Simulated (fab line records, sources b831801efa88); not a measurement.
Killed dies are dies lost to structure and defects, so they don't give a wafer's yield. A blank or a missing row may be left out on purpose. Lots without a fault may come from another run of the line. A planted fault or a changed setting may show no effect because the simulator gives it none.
A struck lot beside a sound one | flow sky130 | 15 steps out of a route of 708
Sound: wafers L570.1, L570.3, L570.5. Struck: wafers L574.1, L574.5. (L574.3 of the same lot was not struck and is left out.) The cause comes at the end.
At each step with rows: each side's tool, then ch and its chambers, then its first start. Under that, the readings that differ: sound wafers | struck wafers | difference of the means | sigmas: that difference in standard deviations of wafers without a fault.
alike: readings whose means differ by less than 2 such deviations, and words and numbers that are the same on both sides. not compared: withheld readings, readings that some wafer has no value for, bounds like >300 that may hide the same value, and numbers for which the record gives no deviation and whose values overlap.
The two part at a step that has a row with sigmas, a row that says differs or no value, or rows on one side only. Numbers that don't overlap but have no deviation are shown without sigmas and don't part them. A reading that every wafer of one side lacks parts them only if that side has two wafers or more.

SKY_PWDE_TW_MEAS_10:
  sound on film_metro-03, day 5 07:57; struck on film_metro-04, day 6 04:19
  alike: PWDE_TW
then, 7 steps without rows for these wafers: SKY_NWELL_DEHYDRATE_03 (time 60 s); SKY_NWELL_HMDS_04 (prime time 60 s); SKY_NWELL_COAT_05 (resist thk 3000 nm); SKY_NWELL_SOFTBAKE_06; SKY_NWELL_EXPOSE_07 (exposes mask NWM, target cd 840 nm); SKY_NWELL_PEB_08; SKY_NWELL_DEVELOP_09 (develop time 60 s).
SKY_NWELL_OVL_MEAS_10:
  sound on overlay-01, day 6 00:22; struck on overlay-01, day 6 23:43
  alike: NWELL_00_OVL
then, 3 steps without rows for these wafers: SKY_NWELL_IMPLANT_11; SKY_NWELL_IMPLANT_12; SKY_NWELL_IMPLANT_13.
SKY_NWELL_STRIP_14: strips in O2/N2.
  sound on plasma_asher-04 ch 0,1, day 6 00:51; struck on plasma_asher-04 ch 1, day 7 00:12
  reading                        | sound                | struck        | difference | sigmas
  chamber_pressure_mTorr (mTorr) | 1496.9 1498.5 1500.5 | 1797.0 1800.5 | +300.1     | +99 or more
  n2_flow_sccm (sccm)            | 299.8 298.7 299.4    | 300.7 301.4   | +1.7       | +2
  oes_product_au (a.u.)          | 0.718 0.723 0.734    | 0.732 0.744   | +0.013     | +3
  strip_time_to_endpoint_s (s)   | 37.03 36.90 37.09    | 35.54 35.54   | -1.47      | -15
  alike: drypump_motor_current_A
  not compared: rf_hours_counter_h
SKY_NWELL_TW_MEAS_15:
  sound on film_metro-03, day 6 00:57; struck on film_metro-01, day 7 00:18
  alike: NWELL_TW
SKY_PAD_OPEN_PROBE_99:
  the record has rows for the sound wafers here (prober-02, day 47 11:09) and none for the struck ones

WHERE THEY PART
First at SKY_NWELL_STRIP_14; last, within this record, at SKY_PAD_OPEN_PROBE_99.

WHY: what the simulator had put in
Process parameter drift: plasma_asher-04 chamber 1, from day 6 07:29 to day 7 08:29, at SKY_NWELL_STRIP_14. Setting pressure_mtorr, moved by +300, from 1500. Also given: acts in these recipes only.
